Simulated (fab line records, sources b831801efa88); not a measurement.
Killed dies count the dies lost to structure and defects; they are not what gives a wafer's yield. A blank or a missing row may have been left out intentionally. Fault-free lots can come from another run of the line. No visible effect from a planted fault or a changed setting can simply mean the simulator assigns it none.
2 desks, one fault || flow sky130 || what lay behind the numbers comes last; until then each desk has only its own

FOR THE TOOL OWNER'S DESK: pvd-sputter-02
At SKY_CAP2M_SPUTTER_02 (material TiN, target thk 200 nm, time 166.7 s) the tool's own readings: per lot run on this tool, the mean of the sampled wafers that have a number. The brackets show how far a lot's mean lies from the usual mean; more than 4 standard deviations puts the lot out of limits, marked OUT.
Columns: A = throttle-valve-pct at SKY_CAP2M_SPUTTER_02, usual 29.8 %
{"lot": "L170", "first seen here": "day 41 11:05", "A": 30.5}
{"lot": "L172", "first seen here": "day 41 18:01", "A": 29.2}
{"lot": "L175", "first seen here": "day 42 11:47", "A": 28.8}
{"lot": "L177", "first seen here": "day 42 21:30", "A": 29.8}
This desk found nothing out of limits on any of the 4 lots.

FROM THE METROLOGY DESK
Lot by lot, what the gauges showed, no matter which tool ran the lot: averages of those sampled wafers that carry a number. The brackets show how far a lot's mean lies from the usual mean; more than 4 standard deviations puts the lot out of limits, marked OUT.
Columns: A = FIELD_ISO_OXIDATION_01_THK at SKY_FIELD_ISO_THK_MEAS_23, usual 9.92 nm; B = NWELL_2_TW at SKY_NWELL_TW_MEAS_26, usual 496; C = SONOS_ONO_OVL at SKY_SONOS_ONO_OVL_MEAS_14, usual 0.3 nm; D = CAP2M_TIN_RS at SKY_CAP2M_RS_MEAS_03, usual 6.92 ohm/sq; E = CAP2M_TIN_THK at SKY_CAP2M_THK_MEAS_04, usual 203 nm
{"lot": "L166", "first seen here": "day 2 09:45", "A": 10.20, "B": 499, "C": -0.6, "D": 6.88, "E": 203}
{"lot": "L170", "first seen here": "day 3 09:38", "A": 9.74, "B": 494, "C": 1.7, "D": 6.90, "E": 203}
{"lot": "L171", "first seen here": "day 3 16:28", "A": 9.82, "B": 498, "C": -0.1, "D": 6.86, "E": 205}
{"lot": "L172", "first seen here": "day 3 21:53", "A": 9.87, "B": 492, "C": -0.7, "D": 6.94, "E": 203}
{"lot": "L175", "first seen here": "day 4 10:50", "A": 10.10, "B": 496, "C": -0.4, "D": "6.26 (-7.3) OUT", "E": "228 (+8.3) OUT"}
{"lot": "L177", "first seen here": "day 4 18:54", "A": 9.99, "B": 496, "C": 1.0, "D": "6.35 (-6.3) OUT", "E": "229 (+8.7) OUT"}
{"lot": "L182", "first seen here": "day 5 17:17", "A": 10.17, "B": 493, "C": -1.6, "D": 6.97, "E": 201}
{"lot": "L185", "first seen here": "day 6 11:24", "A": 9.96, "B": 495, "C": -0.7, "D": 6.92, "E": 202}
{"lot": "L187", "first seen here": "day 6 23:19", "A": 9.77, "B": 499, "C": -0.7, "D": 6.99, "E": 200}
{"lot": "L189", "first seen here": "day 7 07:41", "A": 9.78, "B": 501, "C": -0.2, "D": 7.05, "E": 203}
This desk finds L175, L177 out of limits, with the earliest case on L175 at day 42 11:57 (CAP2M_TIN_RS at SKY_CAP2M_RS_MEAS_03). L166, L170, L171, L172, L182, L185, L187, L189: within limits.

TAKEN TOGETHER
On L175, L177, the metrology desk was in a position to raise an alarm at day 42 11:57.
The desk of the tool owner found nothing out of limits.
Tool owner's desk: L175, L177 on record, inside its limits.
Every lot named ran SKY_CAP2M_SPUTTER_02 on pvd-sputter-02.

WHAT THE SIMULATOR HAD PUT IN
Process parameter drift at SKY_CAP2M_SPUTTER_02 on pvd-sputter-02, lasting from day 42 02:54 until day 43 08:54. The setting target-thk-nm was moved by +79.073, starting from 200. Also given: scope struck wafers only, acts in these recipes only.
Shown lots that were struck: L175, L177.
Per desk, hours elapsed from the start of the fault to the first reading out of limits: for the metrology desk, 9.
